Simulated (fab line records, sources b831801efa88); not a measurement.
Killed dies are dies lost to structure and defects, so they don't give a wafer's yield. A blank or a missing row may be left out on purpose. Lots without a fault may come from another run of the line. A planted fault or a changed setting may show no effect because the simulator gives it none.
Which tool did it? | flow sky130 | 10 lots, 30 wafers sampled, at 5 steps of a route of 708

WHAT THE GAUGES READ, wafer by wafer
The record holds no reading of a measuring or inspecting step that can be judged against a usual standard deviation.

WHICH TOOL RAN EACH LOT (tool, then ch and the chambers of the sampled wafers, then the start)
lot  | SKY_VIA1_STRIP_16                    | SKY_METAL3_SPUTTER_02        | SKY_METAL3_SPUTTER_03        | SKY_CAPM_STRIP_14                    | SKY_METAL3_METAL_ETCH_18
L911 | plasma_asher-03 ch 0,1, day 35 00:08 | pvd_sputter-04, day 37 08:01 | pvd_sputter-04, day 37 08:04 | plasma_asher-02 ch 0, day 38 10:47   | rie_metal-04 ch 0,1, day 39 12:29
L912 | plasma_asher-02 ch 0,1, day 35 17:20 | pvd_sputter-04, day 38 02:11 | pvd_sputter-04, day 38 02:13 | plasma_asher-03 ch 0,1, day 39 03:34 | rie_metal-01 ch 0,1, day 40 04:58
L913 | plasma_asher-03 ch 0,1, day 35 21:00 | pvd_sputter-02, day 38 06:05 | pvd_sputter-02, day 38 06:08 | plasma_asher-02 ch 0,1, day 39 07:16 | rie_metal-03 ch 0,1, day 40 09:03
L915 | plasma_asher-01 ch 0,1, day 36 09:38 | pvd_sputter-04, day 38 17:29 | pvd_sputter-04, day 38 17:31 | plasma_asher-04 ch 0,1, day 39 17:48 | rie_metal-01 ch 0,1, day 40 19:49
L917 | plasma_asher-02 ch 0,1, day 37 13:28 | pvd_sputter-02, day 39 21:09 | pvd_sputter-02, day 39 21:11 | plasma_asher-04 ch 0,1, day 40 21:44 | rie_metal-04 ch 0,1, day 41 21:59
L919 | plasma_asher-01 ch 1, day 38 07:07   | pvd_sputter-02, day 40 13:14 | pvd_sputter-02, day 40 13:17 | plasma_asher-03 ch 0,1, day 41 13:16 | rie_metal-04 ch 0,1, day 42 13:04
L920 | plasma_asher-01 ch 0,1, day 38 09:57 | pvd_sputter-02, day 40 16:47 | pvd_sputter-02, day 40 16:50 | plasma_asher-02 ch 0,1, day 41 17:07 | rie_metal-01 ch 1, day 42 16:25
L921 | plasma_asher-02 ch 0,1, day 38 18:29 | pvd_sputter-03, day 41 00:26 | pvd_sputter-03, day 41 00:28 | plasma_asher-04 ch 1, day 42 00:14   | rie_metal-03 ch 0, day 42 23:59
L924 | plasma_asher-03 ch 0,1, day 39 08:25 | pvd_sputter-04, day 41 13:13 | pvd_sputter-04, day 41 13:15 | plasma_asher-02 ch 0,1, day 42 12:15 | rie_metal-01 ch 0,1, day 43 11:54
L925 | plasma_asher-03 ch 0,1, day 39 16:17 | pvd_sputter-02, day 41 20:56 | pvd_sputter-02, day 41 20:58 | plasma_asher-04 ch 0,1, day 42 20:27 | rie_metal-01 ch 0,1, day 43 19:22
- SKY_VIA1_STRIP_16: strips in O2/N2.
- SKY_METAL3_SPUTTER_02: material AlCu, target thk 735 nm, time 39.1 s.
- SKY_METAL3_SPUTTER_03: material Ti, target thk 5 nm, time 3.3 s.
- SKY_CAPM_STRIP_14: strips in O2/N2.
- SKY_METAL3_METAL_ETCH_18: etches the open film in Cl2/BCl3, stops on SiO2, target depth 845 nm, time 183.1 s.

WHAT THE TOOLS THEMSELVES READ (means of the sampled wafers that have a number; where no wafer has one, the mark that the record gives instead)
SKY_VIA1_STRIP_16. Usual: drypump_motor_current_A 5.50 A, standard deviation 0.29; n2_flow_sccm 300.1 sccm, standard deviation 0.86; oes_product_au 0.416 a.u., standard deviation 0.0044; strip_time_to_endpoint_s 4.471 s, standard deviation 0.029.
lot  | tool            | drypump_motor_current_A (A) | n2_flow_sccm (sccm) | oes_product_au (a.u.) | strip_time_to_endpoint_s (s) | flag
L911 | plasma_asher-03 | 5.27                        | 299.8               | 0.418                 | 4.442                        |
L912 | plasma_asher-02 | 5.58                        | 299.6               | 0.412                 | 4.496                        |
L913 | plasma_asher-03 | 5.34                        | 300.9               | 0.417                 | 4.452                        |
L915 | plasma_asher-01 | 5.69                        | 300.0               | 0.414                 | 4.486                        |
L917 | plasma_asher-02 | 5.58                        | 300.2               | 0.413                 | 4.452                        |
L919 | plasma_asher-01 | 5.82                        | 301.1               | 0.420                 | 4.458                        |
L920 | plasma_asher-01 | 5.67                        | 300.2               | 0.412                 | 4.496                        |
L921 | plasma_asher-02 | 5.83                        | 299.8               | 0.413                 | 4.492                        |
L924 | plasma_asher-03 | 5.33                        | 300.3               | 0.417                 | 4.464                        |
L925 | plasma_asher-03 | 5.25                        | 300.5               | 0.411                 | 4.454                        |

SKY_METAL3_SPUTTER_02. Usual: throttle_valve_pct 29.3 %, standard deviation 0.94.
lot  | tool           | throttle_valve_pct (%) | flag
L911 | pvd_sputter-04 | 31.1                   |
L912 | pvd_sputter-04 | 30.2                   |
L913 | pvd_sputter-02 | 28.6                   |
L915 | pvd_sputter-04 | 30.4                   |
L917 | pvd_sputter-02 | 28.7                   |
L919 | pvd_sputter-02 | 28.6                   |
L920 | pvd_sputter-02 | 28.5                   |
L921 | pvd_sputter-03 | 28.4                   |
L924 | pvd_sputter-04 | 29.6                   |
L925 | pvd_sputter-02 | 28.7                   |

SKY_METAL3_SPUTTER_03. Usual: throttle_valve_pct 29.4 %, standard deviation 0.94.
lot  | tool           | throttle_valve_pct (%) | flag
L911 | pvd_sputter-04 | 30.9                   |
L912 | pvd_sputter-04 | 30.3                   |
L913 | pvd_sputter-02 | 28.3                   |
L915 | pvd_sputter-04 | 30.3                   |
L917 | pvd_sputter-02 | 28.7                   |
L919 | pvd_sputter-02 | 28.8                   |
L920 | pvd_sputter-02 | 28.5                   |
L921 | pvd_sputter-03 | 28.5                   |
L924 | pvd_sputter-04 | 29.6                   |
L925 | pvd_sputter-02 | 28.6                   |

SKY_CAPM_STRIP_14. Usual: drypump_motor_current_A 5.6 A, standard deviation 0.31; n2_flow_sccm 300.0 sccm, standard deviation 0.87; oes_product_au 0.710 a.u., standard deviation 0.005; strip_time_to_endpoint_s 12.67 s, standard deviation 0.043.
lot  | tool            | drypump_motor_current_A (A) | n2_flow_sccm (sccm) | oes_product_au (a.u.) | strip_time_to_endpoint_s (s) | flag
L911 | plasma_asher-02 | 6.0                         | 299.9               | 0.704                 | 12.71                        |
L912 | plasma_asher-03 | 5.3                         | 300.3               | 0.708                 | 12.65                        |
L913 | plasma_asher-02 | 5.5                         | 299.9               | 0.712                 | 12.69                        |
L915 | plasma_asher-04 | 5.7                         | 299.1               | 0.708                 | 12.59                        |
L917 | plasma_asher-04 | 5.8                         | 301.0               | 0.708                 | 12.69                        |
L919 | plasma_asher-03 | 5.3                         | 300.2               | 0.714                 | 12.67                        |
L920 | plasma_asher-02 | 5.6                         | 300.8               | 0.707                 | 12.71                        |
L921 | plasma_asher-04 | 5.8                         | 300.0               | 0.711                 | 12.65                        |
L924 | plasma_asher-02 | 5.8                         | 299.9               | 0.711                 | 12.62                        |
L925 | plasma_asher-04 | 5.8                         | 299.7               | 0.714                 | 12.69                        |

SKY_METAL3_METAL_ETCH_18. Usual: drypump_motor_current_A 5.8 A, standard deviation 0.62; oes_product_au 0.868 a.u., standard deviation 0.0061; throttle_valve_pct 22.265 %, standard deviation 0.0082.
lot  | tool         | drypump_motor_current_A (A) | oes_product_au (a.u.) | throttle_valve_pct (%) | flag
L911 | rie_metal-04 | 6.3                         | 0.868                 | 22.264                 |
L912 | rie_metal-01 | 5.5                         | 0.865                 | 22.262                 |
L913 | rie_metal-03 | 5.6                         | 0.864                 | 22.274                 |
L915 | rie_metal-01 | 5.1                         | 0.868                 | 22.264                 |
L917 | rie_metal-04 | 6.5                         | 0.866                 | 22.270                 |
L919 | rie_metal-04 | 6.3                         | 0.873                 | 22.265                 |
L920 | rie_metal-01 | 5.7                         | 0.867                 | 22.269                 |
L921 | rie_metal-03 | 5.3                         | 0.867                 | 22.260                 |
L924 | rie_metal-01 | 5.2                         | 0.864                 | 22.265                 |
L925 | rie_metal-01 | 5.4                         | 0.902                 | 22.261                 | OFF

THE ANSWER, worked out from the rows above alone
Rule: a lot is off if the mean of its wafers that have a number lies more than 3 standard deviations from the usual mean. A lot without any number at a reading at which 4 lots or more have one is off too. The other lots that the step has rows for count as sound. The gauges are gone through in route order, then the tools' own readings, and for those a lot's mean is taken as printed above. The first step at which some lot is off is used, and at that step the reading that is off furthest; a lot without a number counts as furthest.
Off: L925, at SKY_METAL3_METAL_ETCH_18 (oes_product_au).
A tool fits if, at that step or a process step before it, it ran every lot that is off, and no sound lot after the first of them. Can't be told from this: 4 tools fit, plasma_asher-03 at SKY_VIA1_STRIP_16, pvd_sputter-02 at SKY_METAL3_SPUTTER_02 and SKY_METAL3_SPUTTER_03, plasma_asher-04 at SKY_CAPM_STRIP_14, rie_metal-01 at SKY_METAL3_METAL_ETCH_18.

WHAT THE SIMULATOR HAD PUT IN
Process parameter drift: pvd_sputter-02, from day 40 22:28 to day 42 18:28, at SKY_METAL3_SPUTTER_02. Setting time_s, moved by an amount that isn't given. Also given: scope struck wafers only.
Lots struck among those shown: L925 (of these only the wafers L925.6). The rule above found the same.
